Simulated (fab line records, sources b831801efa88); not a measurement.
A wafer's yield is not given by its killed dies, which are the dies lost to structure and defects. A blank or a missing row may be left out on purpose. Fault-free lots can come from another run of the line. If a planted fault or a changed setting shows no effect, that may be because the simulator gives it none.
fab line records	flow sky130
record lots=5	wafers=15	lastDay=50
route steps=708 shown METAL5@667 PASSIVATION@681 PAD_OPEN@694
lots with no fault: from the same line, run without faults
startH: hours from the record's opening day to when the first of the lot's shown wafers began	waitH: time in hours since the lot's previous step	" same as the row above	L1.1+2: one row covering several wafers at once	- no value, or no start given	* or withheld: withheld	< > ~ a bound
route shown NAME@n: NAME is a module with steps in the file, n the number in the route of the first one	usual: average and standard deviation across the fault-free wafers	same: alike in all rows	chamber/n: place in a boat	sites: the reading at each site	_std_site: how widely they spread, as a standard deviation	_edge_site: outer sites' mean less inner sites'	radiusMm: for every site, how far away it sits from the centre of the wafer	mask NAME#n: copy n	behind: the last tool/chamber to shape the wafer	hold: reason for holding the lot/hours on hold/outcome of the hold	device: transistor that didn't switch, given as n, p or np	end of line: at the end of the route, the tests of the same wafers	step lacking rows: just its recipe	killed: the dies lost at the first sort to structure and to defects; this is not the yield of the wafer	map: dies across one wafer; x = killed, . = not, _ = none there
set.NAME: the run value of the setting; set.NAME@STEP: its run value at that earlier step	model.NAME: the simulator's own value behind a step, which no gauge read
lots at selected steps of the route; one table per step, one row per wafer
services: the hour from which a tool's chamber was out of use, counted from the record's first day as startH (under 0 if before that day), plus the number of hours and why
## steps
# step SKY_METAL5_THK_MEAS_06
# recipe thkMeasGauge=xrf	reads=AlCu_of_METAL5_SPUTTER_02
# usual METAL5_ALCU_THK=1191/20
lot.wafer	tool	chamber	startH	waitH	METAL5_ALCU_THK[nm]
L076.1	filmMetro-01	-	1018.37	0.1	1200
L076.5	"	-	"	"	1185
L076.6	"	-	"	"	1198
L078.2	filmMetro-04	-	1038.71	0.1	1249
L078.3	"	-	"	"	1206
L078.4	"	-	"	"	1201
L080.2	filmMetro-04	-	1046.75	0.1	1199
L080.3	"	-	"	"	1203
L080.5	"	-	"	"	1206
L093.1	filmMetro-01	-	1125.61	0.1	1209
L093.2	"	-	"	"	1208
L093.5	"	-	"	"	1191
L095.2	filmMetro-04	-	1137.24	0.1	1175
L095.3	"	-	"	"	1198
L095.4	"	-	"	"	1164
# step SKY_METAL5_DEHYDRATE_07
# recipe tempC=200	timeS=60
lot.wafer	tool	chamber	startH	waitH
L076.1+5+6	lithoTrack-02	0	1028.65	10.3
L078.2+3+4	lithoTrack-02	0	1048.68	10.0
L080.2+3+5	lithoTrack-03	0	1057.45	10.7
L093.1+2+5	lithoTrack-02	0	1133.85	8.2
L095.2+3+4	lithoTrack-01	0	1146.13	8.9
# step SKY_METAL5_HMDS_08
# recipe primeTimeS=60	primeTempC=120
lot.wafer	tool	chamber	startH	waitH
L076.1+5+6	lithoTrack-02	0	1028.80	0.1
L078.2+3+4	lithoTrack-02	0	1048.83	0.1
L080.2+3+5	lithoTrack-03	0	1057.60	0.1
L093.1+2+5	lithoTrack-02	0	1134.00	0.1
L095.2+3+4	lithoTrack-01	0	1146.28	0.1
# step SKY_METAL5_COAT_09
# recipe resist=NOVOLAK	spinRpm=3000	resistThkNm=1800
lot.wafer	tool	chamber	startH	waitH
L076.1+5+6	lithoTrack-02	0	1028.95	0.1
L078.2+3+4	lithoTrack-02	0	1048.98	0.1
L080.2+3+5	lithoTrack-03	0	1057.75	0.1
L093.1+2+5	lithoTrack-02	0	1134.15	0.1
L095.2+3+4	lithoTrack-01	0	1146.43	0.1
# step SKY_METAL5_SOFTBAKE_10
# recipe tempC=90	timeS=60	resist=NOVOLAK
lot.wafer	tool	chamber	startH	waitH
L076.1+5+6	lithoTrack-02	0	1029.10	0.1
L078.2+3+4	lithoTrack-02	0	1049.13	0.1
L080.2+3+5	lithoTrack-03	0	1057.90	0.1
L093.1+2+5	lithoTrack-02	0	1134.30	0.1
L095.2+3+4	lithoTrack-01	0	1146.58	0.1
# step SKY_METAL5_EXPOSE_11
# recipe maskId=MM5	na=0.6	sourceShape=conventional	sigmaOuter=0.6	polarization=unpolarized	targetCdNm=1600	doseMj=190
# same sigmaOuter=0.6
lot.wafer	tool	chamber	startH	waitH	mask
L076.1+5+6	ilineStepper-01	0	-	-	MM5#0
L078.2+3+4	ilineStepper-01	0	-	-	MM5#0
L080.2+3+5	ilineStepper-01	0	-	-	MM5#0
L093.1+2+5	ilineStepper-01	0	-	-	MM5#0
L095.2+3+4	ilineStepper-02	0	-	-	MM5#0
# step SKY_METAL5_PEB_12
# recipe tempC=withheld	timeS=*	resist=NOVOLAK
lot.wafer	tool	chamber	startH	waitH
L076.1+5+6	lithoTrack-01	0	-	-
L078.2+3+4	lithoTrack-02	0	-	-
L080.2+3+5	lithoTrack-02	0	-	-
L093.1+2+5	lithoTrack-01	0	-	-
L095.2+3+4	lithoTrack-02	0	-	-
# step SKY_METAL5_DEVELOP_13
# recipe resist=NOVOLAK	developer=TMAH	developTimeS=60	devTempC=23
lot.wafer	tool	chamber	startH	waitH
L076.1+5+6	lithoTrack-01	0	1040.75	0.1
L078.2+3+4	lithoTrack-02	0	1060.18	0.1
L080.2+3+5	lithoTrack-02	0	1067.98	0.1
L093.1+2+5	lithoTrack-01	0	1143.70	0.1
L095.2+3+4	lithoTrack-02	0	1154.38	0.1
# step SKY_METAL5_DESCUM_14
# recipe chemistry=O2	sourcePowerW=150	biasPowerW=0	pressureMtorr=10	tempC=40	timeS=11
# usual drypumpMotorCurrentA=5.7/0.33	oesProductAu=0.993/0.011
lot.wafer	tool	chamber	startH	waitH	drypumpMotorCurrentA	oesProductAu	rfHoursCounterH
L076.1	rieMetal-01	0	1040.90	0.1	5.7	0.992	12
L076.5	"	0	"	"	5.7	0.981	-
L076.6	"	0	"	"	5.7	0.997	-
L078.2	rieMetal-02	1	1060.30	0.1	5.3	0.993	8
L078.3	"	0	"	"	6.3	0.991	-
L078.4	"	1	"	"	5.3	0.995	-
L080.2	rieMetal-01	0	1068.10	0.1	5.7	0.988	14
L080.3	"	0	"	"	5.7	0.986	-
L080.5	"	0	"	"	5.7	0.986	-
L093.1	rieMetal-02	0	1143.85	0.1	6.2	0.986	23
L093.2	"	1	"	"	5.3	0.991	15
L093.5	"	0	"	"	6.3	0.985	-
L095.2	rieMetal-04	1	1154.50	0.1	5.5	1.004	8
L095.3	"	1	"	"	5.5	1.011	-
L095.4	"	0	"	"	5.7	0.986	-
# step SKY_METAL5_METAL_ETCH_15
# recipe targetDepthA=12600	stopOn=SiO2	overEtchFrac=0.2	timeS=252	chemistry=Cl2/BCl3	resistSidewallDeg=86	pressureMtorr=10	icpW=900	biasW=48.5	Cl2_flow_sccm=60	bcl3FlowSccm=30
# usual drypumpMotorCurrentA=5.7/0.34	oesProductAu=0.895/0.005	throttleValvePct=22.266/0.009
lot.wafer	tool	chamber	startH	waitH	drypumpMotorCurrentA	oesProductAu	rfHoursCounterH	throttleValvePct
L076.1	rieMetal-01	0	1040.97	0.1	5.7	0.897	12	22.260
L076.5	"	0	"	"	5.7	0.896	-	22.264
L076.6	"	0	"	"	5.7	0.890	-	22.266
L078.2	rieMetal-02	1	1060.34	0.0	5.3	0.894	8	22.268
L078.3	"	0	"	"	6.3	0.900	-	22.279
L078.4	"	1	"	"	5.3	0.892	-	22.272
L080.2	rieMetal-01	0	1068.14	0.0	5.7	0.888	14	22.251
L080.3	"	0	"	"	5.7	0.899	-	22.268
L080.5	"	0	"	"	5.7	0.896	-	22.276
L093.1	rieMetal-02	0	1143.88	0.0	6.3	0.892	23	22.261
L093.2	"	1	"	"	5.3	0.889	15	22.259
L093.5	"	0	"	"	6.3	0.903	-	22.285
L095.2	rieMetal-04	1	1154.54	0.0	5.5	0.894	8	22.269
L095.3	"	1	"	"	5.6	0.896	-	22.271
L095.4	"	0	"	"	5.7	0.892	-	22.259
# step SKY_METAL5_STRIP_16
# recipe chemistry=O2/N2	powerW=1400	pressureMtorr=1500	platenTempC=withheld	o2FlowSccm=3000	n2FlowSccm=300	overashFraction=0.5
# usual drypumpMotorCurrentA=5.6/0.61	oesProductAu=0.709/0.004	stripTimeToEndpointS=13.15/0.11
lot.wafer	tool	chamber	startH	waitH	drypumpMotorCurrentA	oesProductAu	rfHoursCounterH	stripTimeToEndpointS
L076.1	plasmaAsher-02	1	1041.44	0.4	5.3	0.710	31	13.28
L076.5	"	1	"	"	5.3	0.715	-	13.27
L076.6	"	0	"	"	5.6	0.707	-	13.30
L078.2	plasmaAsher-03	0	1060.57	0.2	4.7	0.712	60	13.27
L078.3	"	1	"	"	5.9	0.716	-	13.20
L078.4	"	0	"	"	4.7	0.702	-	13.13
L080.2	plasmaAsher-03	1	1068.37	0.2	5.9	0.711	61	13.32
L080.3	"	1	"	"	5.9	0.714	-	13.30
L080.5	"	0	"	"	4.7	0.699	-	13.28
L093.1	plasmaAsher-03	1	1144.12	0.2	5.9	0.701	68	13.22
L093.2	"	0	"	"	4.7	0.701	68	13.23
L093.5	"	1	"	"	5.9	0.708	-	13.23
L095.2	plasmaAsher-03	0	1154.77	0.2	4.7	0.709	69	12.82
L095.3	"	1	"	"	5.9	0.706	-	12.77
L095.4	"	0	"	"	4.7	0.711	-	13.12
# step SKY_METAL5_STRIP_17
# recipe chemistry=postEtchResidueRemover	timeS=1200	tempC=72.5
lot.wafer	tool	chamber	startH	waitH
L076.1+5+6	wetBench-04	0	1041.54	0.1
L078.2+3+4	wetBench-04	0	1060.67	0.1
L080.2+3+5	wetBench-02	2	1068.47	0.1
L093.1+2+5	wetBench-01	0	1144.22	0.1
L095.2+3+4	wetBench-04	2	1154.87	0.1
# step SKY_METAL5_CLEAN_18
# recipe chemistry=IPA	timeS=180	tempC=25
lot.wafer	tool	chamber	startH	waitH
L076.1+5+6	wetBench-02	3	1041.88	0.0
L078.2+3+4	wetBench-01	3	1061.01	0.0
L080.2+3+5	wetBench-04	2	1068.81	0.0
L093.1+2+5	wetBench-04	3	1144.56	0.0
L095.2+3+4	wetBench-01	0	1155.21	0.0
# step SKY_METAL5_CLEAN_19
# recipe chemistry=O3/DIW	dry=n2Spin
lot.wafer	tool	chamber	startH	waitH
L076.1+5+6	wetBench-01	2	1041.94	0.0
L078.2+3+4	wetBench-04	1	1061.07	0.0
L080.2+3+5	wetBench-01	2	1068.87	0.0
L093.1+2+5	wetBench-04	3	1144.62	0.0
L095.2+3+4	wetBench-01	0	1155.27	0.0
# step SKY_PASSIVATION_CVD_00
# recipe material=SiO2	targetThkNm=90	tempC=400	timeS=withheld	rfW=600
# usual heaterPowerOuterW=353/56	heaterPowerW=619/82
lot.wafer	tool	chamber	startH	waitH	heaterPowerOuterW	heaterPowerW
L076.1	pecvd-03	1	1042.03	0.0	392	716
L076.5	"	1	"	"	407	711
L076.6	"	2	"	"	463	762
L078.2	pecvd-01	0	1061.16	0.0	292	501
L078.3	"	1	"	"	276	549
L078.4	"	2	"	"	413	701
L080.2	pecvd-04	2	1068.96	0.0	365	631
L080.3	"	0	"	"	285	575
L080.5	"	2	"	"	351	633
L093.1	pecvd-03	1	1144.71	0.0	462	797
L093.2	"	0	"	"	361	577
L093.5	"	0	"	"	361	591
L095.2	pecvd-01	1	1155.36	0.0	246	514
L095.3	"	0	"	"	322	524
L095.4	"	0	"	"	320	519
# step SKY_PASSIVATION_THK_MEAS_01
# recipe reads=SiO2_of_PASSIVATION_CVD_00
# usual PASSIVATION_CVD_00_THK=89.7/1.4
lot.wafer	tool	chamber	startH	waitH	PASSIVATION_CVD_00_THK[nm]
L076.1	filmMetro-01	-	1042.05	-	88.0
L076.5	"	-	"	"	89.8
L076.6	"	-	"	"	89.8
L078.2	filmMetro-01	-	1061.19	-	89.0
L078.3	"	-	"	"	88.9
L078.4	"	-	"	"	89.0
L080.2	filmMetro-03	-	1068.99	-	89.6
L080.3	"	-	"	"	90.4
L080.5	"	-	"	"	90.5
L093.1	filmMetro-02	-	1144.73	-	89.7
L093.2	"	-	"	"	87.5
L093.5	"	-	"	"	89.6
L095.2	filmMetro-01	-	1155.39	-	89.9
L095.3	"	-	"	"	89.6
L095.4	"	-	"	"	91.7
# step SKY_PASSIVATION_CVD_02
# recipe material=Si3N4	targetThkNm=540	tempC=400	timeS=withheld	rfW=450
# usual heaterPowerOuterW=399/58	heaterPowerW=679/83
lot.wafer	tool	chamber	startH	waitH	heaterPowerOuterW	heaterPowerW
L076.1	pecvd-04	1	1042.11	0.1	411	701
L076.5	"	1	"	"	319	563
L076.6	"	2	"	"	417	721
L078.2	pecvd-03	0	1061.24	0.0	327	531
L078.3	"	2	"	"	459	738
L078.4	"	0	"	"	353	595
L080.2	pecvd-03	1	1069.04	0.0	510	835
L080.3	"	2	"	"	499	818
L080.5	"	2	"	"	515	821
L093.1	pecvd-04	2	1144.79	0.1	397	695
L093.2	"	0	"	"	317	617
L093.5	"	1	"	"	396	673
L095.2	pecvd-03	1	1155.44	0.0	385	693
L095.3	"	2	"	"	471	782
L095.4	"	0	"	"	321	522
# step SKY_PASSIVATION_THK_MEAS_03
# recipe reads=Si3N4_of_PASSIVATION_CVD_02
# usual PASSIVATION_CVD_02_THK=540/8.1
lot.wafer	tool	chamber	startH	waitH	PASSIVATION_CVD_02_THK[nm]
L076.1	filmMetro-01	-	1042.34	-	527
L076.5	"	-	"	"	534
L076.6	"	-	"	"	541
L078.2	filmMetro-03	-	1061.48	-	541
L078.3	"	-	"	"	538
L078.4	"	-	"	"	550
L080.2	filmMetro-02	-	1069.28	-	549
L080.3	"	-	"	"	525
L080.5	"	-	"	"	535
L093.1	filmMetro-02	-	1145.02	-	537
L093.2	"	-	"	"	537
L093.5	"	-	"	"	535
L095.2	filmMetro-02	-	1155.68	-	539
L095.3	"	-	"	"	534
L095.4	"	-	"	"	539
# step SKY_PASSIVATION_DEHYDRATE_04
# recipe tempC=200	timeS=60
lot.wafer	tool	chamber	startH	waitH
L076.1+5+6	lithoTrack-04	0	1052.63	10.3
L078.2+3+4	lithoTrack-01	0	1071.27	9.8
L080.2+3+5	lithoTrack-04	0	1079.96	10.7
L093.1+2+5	lithoTrack-02	0	1152.90	7.9
L095.2+3+4	lithoTrack-01	0	1163.78	8.1
# step SKY_PASSIVATION_HMDS_05
# recipe primeTimeS=60	primeTempC=120
lot.wafer	tool	chamber	startH	waitH
L076.1+5+6	lithoTrack-04	0	1052.78	0.1
L078.2+3+4	lithoTrack-01	0	1071.42	0.1
L080.2+3+5	lithoTrack-04	0	1080.11	0.1
L093.1+2+5	lithoTrack-02	0	1153.05	0.1
L095.2+3+4	lithoTrack-01	0	1163.93	0.1
# step SKY_PASSIVATION_COAT_06
# recipe spinRpm=2000	resistThkNm=3000
lot.wafer	tool	chamber	startH	waitH
L076.1+5+6	lithoTrack-04	0	1052.93	0.1
L078.2+3+4	lithoTrack-01	0	1071.57	0.1
L080.2+3+5	lithoTrack-04	0	1080.26	0.1
L093.1+2+5	lithoTrack-02	0	1153.20	0.1
L095.2+3+4	lithoTrack-01	0	1164.08	0.1
# step SKY_PASSIVATION_SOFTBAKE_07
# recipe tempC=110	timeS=withheld
lot.wafer	tool	chamber	startH	waitH
L076.1+5+6	lithoTrack-04	0	1053.08	0.1
L078.2+3+4	lithoTrack-01	0	1071.73	0.1
L080.2+3+5	lithoTrack-04	0	1080.41	0.1
L093.1+2+5	lithoTrack-02	0	1153.35	0.1
L095.2+3+4	lithoTrack-01	0	1164.23	0.1
# step SKY_PASSIVATION_EXPOSE_08
# recipe maskId=NSM	targetCdNm=3000	na=0.57	doseMj=260
lot.wafer	tool	chamber	startH	waitH	mask
L076.1+5+6	ilineStepper-02	0	-	-	NSM#0
L078.2+3+4	ilineStepper-01	0	-	-	NSM#0
L080.2+3+5	ilineStepper-02	0	-	-	NSM#0
L093.1+2+5	ilineStepper-02	0	-	-	NSM#0
L095.2+3+4	ilineStepper-02	0	-	-	NSM#0
# step SKY_PASSIVATION_PEB_09
# recipe tempC=115	timeS=withheld
lot.wafer	tool	chamber	startH	waitH
L076.1+5+6	lithoTrack-04	0	-	-
L078.2+3+4	lithoTrack-01	0	-	-
L080.2+3+5	lithoTrack-01	0	-	-
L093.1+2+5	lithoTrack-02	0	-	-
L095.2+3+4	lithoTrack-04	0	-	-
# step SKY_PASSIVATION_DEVELOP_10
# recipe developTimeS=60	devTempC=23
lot.wafer	tool	chamber	startH	waitH
L076.1+5+6	lithoTrack-04	0	-	-
L078.2+3+4	lithoTrack-01	0	-	-
L080.2+3+5	lithoTrack-01	0	-	-
L093.1+2+5	lithoTrack-02	0	-	-
L095.2+3+4	lithoTrack-04	0	-	-
# step SKY_PASSIVATION_ETCH_11
# recipe chemistry=CF4/O2	targetDepthNm=725	stopOn=AlCu	sourceW=800	biasW=150	pressureMtorr=150	cf4FlowSccm=80	O2_flow_sccm=10	timeS=161.1
# usual O2_flow_sccm=10.00/0.031	drypumpMotorCurrentA=5.8/0.5	oesProductAu=0.975/0.0083	throttleValvePct=5.964/0.0089
lot.wafer	tool	chamber	startH	waitH	O2_flow_sccm	drypumpMotorCurrentA	oesProductAu	rfHoursCounterH	throttleValvePct
L076.1	rieDiel-01	3	1064.23	-	9.96	5.4	0.959	6	5.961
L076.5	"	2	"	"	10.01	6.5	0.969	-	5.984
L076.6	"	3	"	"	9.97	5.3	0.986	-	5.958
L078.2	rieDiel-01	2	1082.75	-	9.97	6.5	0.981	25	5.971
L078.3	"	1	"	"	10.04	5.0	0.977	26	5.961
L078.4	"	0	"	"	10.01	5.9	0.985	27	5.979
L080.2	rieDiel-01	1	1090.05	-	10.01	5.0	0.971	26	5.949
L080.3	"	2	"	"	9.95	6.5	0.967	25	5.951
L080.5	"	1	"	"	9.98	5.0	0.966	-	5.981
L093.1	rieDiel-01	3	1162.55	-	9.98	5.3	0.981	10	5.962
L093.2	"	2	"	"	10.03	6.5	0.973	28	5.964
L093.5	"	3	"	"	10.00	5.3	0.977	-	5.971
L095.2	rieDiel-01	3	1172.23	-	9.93	5.3	0.974	10	5.962
L095.3	"	0	"	"	9.98	5.8	0.975	31	5.960
L095.4	"	1	"	"	10.03	5.0	0.969	30	5.969
# step SKY_PASSIVATION_STRIP_12
# recipe chemistry=O2/N2	powerW=1400	pressureMtorr=1500	platenTempC=withheld	overashFraction=0.7	o2FlowSccm=3000	n2FlowSccm=300
# usual drypumpMotorCurrentA=5.9/0.44	oesProductAu=0.661/0.0043	stripTimeToEndpointS=31.57/0.15
lot.wafer	tool	chamber	startH	waitH	drypumpMotorCurrentA	oesProductAu	rfHoursCounterH	stripTimeToEndpointS
L076.1	plasmaAsher-01	1	1064.34	0.1	5.3	0.665	0	31.63
L076.5	"	0	"	"	6.0	0.663	-	31.48
L076.6	"	1	"	"	5.3	0.665	-	31.59
L078.2	plasmaAsher-04	1	1082.86	0.1	6.5	0.659	93	31.68
L078.3	"	0	"	"	6.1	0.660	-	31.94
L078.4	"	1	"	"	6.5	0.662	-	31.76
L080.2	plasmaAsher-04	0	1090.16	0.1	6.0	0.666	94	31.79
L080.3	"	1	"	"	6.5	0.656	-	31.53
L080.5	"	1	"	"	6.5	0.659	-	31.72
L093.1	plasmaAsher-04	1	1162.66	0.1	6.5	0.658	101	31.37
L093.2	"	0	"	"	6.0	0.664	101	31.29
L093.5	"	0	"	"	6.0	0.658	-	31.36
L095.2	plasmaAsher-04	1	1172.34	0.1	6.5	0.654	102	31.48
L095.3	"	0	"	"	6.0	0.659	-	31.32
L095.4	"	1	"	"	6.5	0.664	-	31.62
# step SKY_PAD_OPEN_DEHYDRATE_00
# recipe tempC=200	timeS=60
lot.wafer	tool	chamber	startH	waitH
L076.1+5+6	lithoTrack-01	0	1074.45	10.1
L078.2+3+4	lithoTrack-03	0	1091.95	9.1
L080.2+3+5	lithoTrack-04	0	1099.56	9.4
L093.1+2+5	lithoTrack-03	0	1170.08	7.4
L095.2+3+4	lithoTrack-03	0	1180.15	7.8
# step SKY_PAD_OPEN_HMDS_01
# recipe primeTimeS=60	primeTempC=120
lot.wafer	tool	chamber	startH	waitH
L076.1+5+6	lithoTrack-01	0	1074.60	0.1
L078.2+3+4	lithoTrack-03	0	1092.10	0.1
L080.2+3+5	lithoTrack-04	0	1099.71	0.1
L093.1+2+5	lithoTrack-03	0	1170.23	0.1
L095.2+3+4	lithoTrack-03	0	1180.30	0.1
# step SKY_PAD_OPEN_COAT_02
# recipe spinRpm=2000	resistThkNm=3000
lot.wafer	tool	chamber	startH	waitH
L076.1+5+6	lithoTrack-01	0	1074.75	0.1
L078.2+3+4	lithoTrack-03	0	1092.25	0.1
L080.2+3+5	lithoTrack-04	0	1099.86	0.1
L093.1+2+5	lithoTrack-03	0	1170.38	0.1
L095.2+3+4	lithoTrack-03	0	1180.45	0.1
# step SKY_PAD_OPEN_SOFTBAKE_03
# recipe tempC=110	timeS=withheld
lot.wafer	tool	chamber	startH	waitH
L076.1+5+6	lithoTrack-01	0	1074.90	0.1
L078.2+3+4	lithoTrack-03	0	1092.41	0.1
L080.2+3+5	lithoTrack-04	0	1100.01	0.1
L093.1+2+5	lithoTrack-03	0	1170.53	0.1
L095.2+3+4	lithoTrack-03	0	1180.61	0.1
# step SKY_PAD_OPEN_EXPOSE_04
# recipe maskId=PDM	targetCdNm=60000	na=0.57	doseMj=260
lot.wafer	tool	chamber	startH	waitH	mask
L076.1+5+6	ilineStepper-01	0	-	-	PDM#0
L078.2+3+4	ilineStepper-01	0	-	-	PDM#0
L080.2+3+5	ilineStepper-02	0	-	-	PDM#0
L093.1+2+5	ilineStepper-01	0	-	-	PDM#0
L095.2+3+4	ilineStepper-02	0	-	-	PDM#0
# step SKY_PAD_OPEN_PEB_05
# recipe tempC=115	timeS=withheld
lot.wafer	tool	chamber	startH	waitH
L076.1+5+6	lithoTrack-04	0	-	-
L078.2+3+4	lithoTrack-03	0	-	-
L080.2+3+5	lithoTrack-01	0	-	-
L093.1+2+5	lithoTrack-03	0	-	-
L095.2+3+4	lithoTrack-01	0	-	-
# step SKY_PAD_OPEN_DEVELOP_06
# recipe developTimeS=60	devTempC=23
lot.wafer	tool	chamber	startH	waitH
L076.1+5+6	lithoTrack-04	0	-	-
L078.2+3+4	lithoTrack-03	0	-	-
L080.2+3+5	lithoTrack-01	0	-	-
L093.1+2+5	lithoTrack-03	0	-	-
L095.2+3+4	lithoTrack-01	0	-	-
# step SKY_PAD_OPEN_ETCH_07
# recipe chemistry=CF4/O2	targetDepthNm=725	stopOn=AlCu	sourceW=800	biasW=150	pressureMtorr=150	cf4FlowSccm=80	O2_flow_sccm=10	timeS=161.1
# usual O2_flow_sccm=10.00/0.03	drypumpMotorCurrentA=5.8/0.53	oesProductAu=0.977/0.0078	throttleValvePct=5.964/0.0095
lot.wafer	tool	chamber	startH	waitH	O2_flow_sccm	drypumpMotorCurrentA	oesProductAu	rfHoursCounterH	throttleValvePct
L076.1	rieDiel-03	2	1085.98	-	10.02	5.3	0.967	13	5.958
L076.5	"	0	"	"	9.99	5.7	0.971	-	5.964
L076.6	"	1	"	"	9.99	4.9	0.982	-	5.960
L078.2	rieDiel-02	2	1102.83	-	10.09	6.2	0.975	25	5.951
L078.3	"	3	"	"	10.04	6.4	0.976	15	5.963
L078.4	"	0	"	"	10.02	5.7	0.994	18	5.961
L080.2	rieDiel-03	2	1109.15	-	9.98	5.3	0.992	14	5.976
L080.3	"	3	"	"	9.98	6.3	0.969	18	5.973
L080.5	"	2	"	"	9.96	5.3	0.975	-	5.967
L093.1	rieDiel-03	0	1178.08	-	9.98	5.7	0.979	10	5.967
L093.2	"	1	"	"	9.99	4.9	0.978	24	5.967
L093.5	"	3	"	"	10.02	6.2	0.973	-	5.941
L095.2	rieDiel-01	3	1188.20	-	10.04	5.4	0.987	11	5.959
L095.3	"	2	"	"	10.01	6.5	0.982	30	5.969
L095.4	"	0	"	"	10.01	5.9	0.982	31	5.968
# step SKY_PAD_OPEN_STRIP_08
# recipe chemistry=O2/N2	powerW=1400	pressureMtorr=1500	platenTempC=withheld	overashFraction=0.7	o2FlowSccm=3000	n2FlowSccm=300
# usual drypumpMotorCurrentA=5.5/0.41	oesProductAu=0.664/0.0045	stripTimeToEndpointS=37.03/0.11
lot.wafer	tool	chamber	startH	waitH	drypumpMotorCurrentA	oesProductAu	rfHoursCounterH	stripTimeToEndpointS
L076.1	plasmaAsher-02	0	1086.09	0.1	5.6	0.666	35	37.10
L076.5	"	1	"	"	5.3	0.671	-	37.12
L076.6	"	0	"	"	5.6	0.662	-	37.09
L078.2	plasmaAsher-02	1	1102.93	0.1	5.3	0.660	37	36.87
L078.3	"	1	"	"	5.2	0.677	-	36.87
L078.4	"	0	"	"	5.6	0.667	-	36.91
L080.2	plasmaAsher-01	1	1109.26	0.1	5.3	0.661	5	37.04
L080.3	"	0	"	"	6.0	0.669	-	37.09
L080.5	"	1	"	"	5.3	0.662	-	37.00
L093.1	plasmaAsher-03	1	1178.18	0.1	5.9	0.659	72	37.16
L093.2	"	0	"	"	4.7	0.660	72	37.15
L093.5	"	0	"	"	4.7	0.662	-	37.09
L095.2	plasmaAsher-03	1	1188.31	0.1	5.9	0.659	73	36.91
L095.3	"	1	"	"	5.9	0.670	-	36.96
L095.4	"	0	"	"	4.7	0.672	-	36.94
# step SKY_PAD_OPEN_STRIP_09
# recipe chemistry=postEtchResidueRemover	timeS=1200	tempC=72.5
lot.wafer	tool	chamber	startH	waitH
L076.1+5+6	wetBench-03	2	1086.19	0.1
L078.2+3+4	wetBench-03	3	1103.03	0.1
L080.2+3+5	wetBench-02	1	1109.36	0.1
L093.1+2+5	wetBench-03	1	1178.28	0.1
L095.2+3+4	wetBench-02	2	1188.41	0.1
# step SKY_PAD_OPEN_CLEAN_10
# recipe chemistry=IPA	timeS=180	tempC=25
lot.wafer	tool	chamber	startH	waitH
L076.1+5+6	wetBench-02	1	1086.56	0.0
L078.2+3+4	wetBench-02	1	1103.72	0.0
L080.2+3+5	wetBench-04	0	1109.78	0.0
L093.1+2+5	wetBench-04	3	1178.63	0.0
L095.2+3+4	wetBench-02	0	1188.75	0.0
# step SKY_PAD_OPEN_CLEAN_11
# recipe chemistry=O3/DIW	dry=n2Spin
lot.wafer	tool	chamber	startH	waitH
L076.1+5+6	wetBench-03	2	1086.62	0.0
L078.2+3+4	wetBench-03	1	1103.77	0.0
L080.2+3+5	wetBench-04	3	1109.83	0.0
L093.1+2+5	wetBench-03	2	1178.68	0.0
L095.2+3+4	wetBench-04	0	1188.81	0.0
# step SKY_PAD_OPEN_ANNEAL_12
# recipe tempC=400	timeS=withheld	ambient=N2/H2	idleTempC=300	rampUpCPerMin=8	rampDownCPerMin=4
lot.wafer	tool	chamber	startH	waitH
L076.1+5+6	furnace-02	0	1086.72	0.0
L078.2+3+4	furnace-01	0	1103.96	0.0
L080.2+3+5	furnace-02	0	1109.93	0.0
L093.1+2+5	furnace-02	0	1178.78	0.0
L095.2+3+4	furnace-02	0	1188.90	0.0
# step SKY_PAD_OPEN_BOW_MEAS_13
# recipe mode=bow
# usual PAD_OPEN_BOW=49/9.8
lot.wafer	tool	chamber	startH	waitH	PAD_OPEN_BOW[um]
L076.1	filmMetro-03	-	1088.22	-	46
L076.5	"	-	"	"	50
L076.6	"	-	"	"	56
L078.2	filmMetro-01	-	1105.48	-	42
L078.3	"	-	"	"	39
L078.4	"	-	"	"	53
L080.2	filmMetro-03	-	1111.45	-	51
L080.3	"	-	"	"	35
L080.5	"	-	"	"	36
L093.1	filmMetro-04	-	1180.28	-	50
L093.2	"	-	"	"	53
L093.5	"	-	"	"	37
L095.2	filmMetro-01	-	1190.42	-	55
L095.3	"	-	"	"	52
L095.4	"	-	"	"	65
## services
tool	chamber	startH	hours	kind
plasmaAsher-03	-	1009.85	2.8	repair
rieMetal-01	-	1011.47	0.9	repair
pecvd-03	0	1015.00	3.4	repair
rieDiel-01	-	1020.64	14.6	pm
ilineStepper-02	-	1022.03	1.9	repair
wetBench-02	-	1042.03	3.6	repair
plasmaAsher-01	-	1055.25	9.0	pm
ilineStepper-01	-	1085.56	1.7	pm
ilineStepper-01	-	1096.37	5.1	repair
furnace-02	-	1100.13	8.4	pm
rieMetal-01	-	1100.28	2.2	repair
rieMetal-04	-	1100.75	2.8	pm
ilineStepper-01	-	1110.37	2.5	repair
pecvd-01	1	1114.30	3.1	repair
plasmaAsher-04	-	1126.01	2.8	pm
rieDiel-03	1	1126.05	4.9	repair
furnace-02	-	1130.58	2.5	pm
rieMetal-01	-	1135.32	1.2	repair
wetBench-04	-	1145.29	6.5	repair
rieMetal-04	-	1162.49	0.5	repair
ilineStepper-02	-	1165.41	1.7	pm
ilineStepper-01	-	1171.85	11.1	repair
rieMetal-02	-	1179.60	0.2	repair
furnace-02	-	1180.28	3.6	pm
## key
fault none
